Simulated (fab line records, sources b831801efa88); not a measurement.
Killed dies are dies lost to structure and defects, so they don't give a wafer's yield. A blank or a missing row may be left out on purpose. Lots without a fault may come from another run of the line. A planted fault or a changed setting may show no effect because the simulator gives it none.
Chamber matching | flow gf180mcu | GF_V1_CVD_02 on pecvd-03: 3 sister chambers
The step deposits SiO2 from TEOS, target thk 850 nm, time 94.851 s. 14 wafers are shown with their chamber, then 7 later ones without.

WAFERS WITH THEIR CHAMBER
wafer  | chamber | heater_power_w (W)
L075.2 | 0       | 662
L075.4 | 2       | 501
L075.5 | 1       | 836
L080.2 | 1       | 767
L080.4 | 0       | 558
L080.5 | 2       | 587
L085.3 | 2       | 632
L085.4 | 0       | 692
L085.6 | 1       | 815
L087.1 | 1       | 812
L087.4 | 0       | 705
L087.5 | 2       | 635
L094.1 | 2       | 573
L094.2 | 0       | 700

SIGNATURES (means of the wafers above)
reading        | chamber 0 | chamber 1 | chamber 2 | scatter within a chamber
heater_power_w | 663.40    | 807.50    | 585.60    | 51.7
Rule: a wafer's distance from a chamber is the root of the sum, over the readings, of the square of ((its reading less the chamber's mean) divided by the reading's scatter). The wafer belongs to the nearest chamber; if the next one is less than 2 further off, it can't be placed. The scatter: the root of (the sum of the squares of (reading less its chamber's mean) over the shown wafers, divided by (wafers less chambers)).

WAFERS WITHOUT THEIR CHAMBER
wafer  | heater_power_w (W)
L094.3 | 799
L096.2 | 792
L096.4 | 827
L096.6 | 577
L097.2 | 641
L097.5 | 872
L097.6 | 514

WHICH CHAMBER EACH WENT THROUGH
wafer  | from the rows above     | in truth
L094.3 | 1                       | 1
L096.2 | 1                       | 1
L096.4 | 1                       | 1
L096.6 | can't be placed: 2 or 0 | 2
L097.2 | can't be placed: 0 or 2 | 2
L097.5 | 1                       | 1
L097.6 | can't be placed: 2 or 0 | 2
Placed correctly: 4 of 7. Can't be placed from these rows: 3 (the true chamber is among the candidates in 3). Placed wrongly: 0.
